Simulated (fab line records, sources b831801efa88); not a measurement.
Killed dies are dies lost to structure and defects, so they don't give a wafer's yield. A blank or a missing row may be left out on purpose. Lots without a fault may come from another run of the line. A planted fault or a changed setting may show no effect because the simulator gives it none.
Which tool did it? | flow sky130 | 12 lots, 36 wafers sampled, at 2 steps of a route of 708

WHAT THE GAUGES READ, wafer by wafer
SKY_LOCAL_INTERCONNECT_CD_MEAS_11: target cd 170 nm.
lot  | measured     | on        | cd_nm (nm)
L654 | day 30 06:10 | cd_sem-02 | 169.7 168.8 170.5
L655 | day 30 11:32 | cd_sem-02 | 169.0 168.7 168.6
L656 | day 30 20:01 | cd_sem-01 | 169.4 171.5 170.4
L657 | day 31 04:35 | cd_sem-01 | 171.3 171.8 170.3
L658 | day 31 14:43 | cd_sem-01 | 170.4 170.6 170.7
L659 | day 32 01:46 | cd_sem-02 | 171.0 171.3 171.9
L661 | day 32 19:46 | cd_sem-01 | 174.0 172.7 172.0
L663 | day 33 12:26 | cd_sem-02 | 172.1 171.5 169.1
L664 | day 33 18:47 | cd_sem-01 | 168.8 169.3 169.2
L666 | day 34 10:28 | cd_sem-02 | 170.7 170.0 171.2
L674 | day 36 21:59 | cd_sem-01 | 168.0 168.2 167.6
L673 | day 37 00:39 | cd_sem-02 | 170.1 170.9 170.4

SKY_LOCAL_INTERCONNECT_OVL_MEAS_12.
lot  | measured     | on         | LOCAL_INTERCONNECT_OVL (nm)
L654 | day 30 06:17 | overlay-01 | 4 2 2
L655 | day 30 11:38 | overlay-01 | 12 5 3
L656 | day 30 20:08 | overlay-01 | 4 8 10
L657 | day 31 04:41 | overlay-01 | 0 -8 -1
L658 | day 31 14:49 | overlay-02 | 0 2 0
L659 | day 32 01:52 | overlay-02 | 0 1 1
L661 | day 32 19:53 | overlay-01 | 1 -4 -4
L663 | day 33 12:33 | overlay-01 | 2 3 1
L664 | day 33 18:54 | overlay-01 | 6 4 -1
L666 | day 34 10:35 | overlay-01 | -6 -2 -4
L674 | day 36 22:06 | overlay-01 | -9 -18 -7
L673 | day 37 00:44 | overlay-02 | -9 1 -5

WHICH TOOL RAN EACH LOT (tool, then ch and the chambers of the sampled wafers, then the start)
The record holds no process step before these readings.

WHAT THE TOOLS THEMSELVES READ (means of the sampled wafers that have a number; where no wafer has one, the mark that the record gives instead)
The record holds no such reading with a usual standard deviation.

THE ANSWER, worked out from the rows above alone
Rule: what is usual is taken from the lots themselves. Put in order of their means at a reading, lots are off if they are a third of the lots or fewer, leave a main group of 4 or more, and stand apart from it by a gap of 3 or more times the standard deviation of the main group's means; of several such gaps the widest counts. A main group whose means are all the same, to the digits that the tables above print for the reading, isn't used. A lot without any number at a reading at which 4 lots or more have one is off too. The other lots that the step has rows for count as sound. The gauges are gone through in route order, then the tools' own readings, and for those a lot's mean is taken as printed above. The first step at which some lot is off is used, and at that step the reading that is off furthest; a lot without a number counts as furthest.
No lot is off at any reading shown: from this, nothing can be told.

WHAT THE SIMULATOR HAD PUT IN
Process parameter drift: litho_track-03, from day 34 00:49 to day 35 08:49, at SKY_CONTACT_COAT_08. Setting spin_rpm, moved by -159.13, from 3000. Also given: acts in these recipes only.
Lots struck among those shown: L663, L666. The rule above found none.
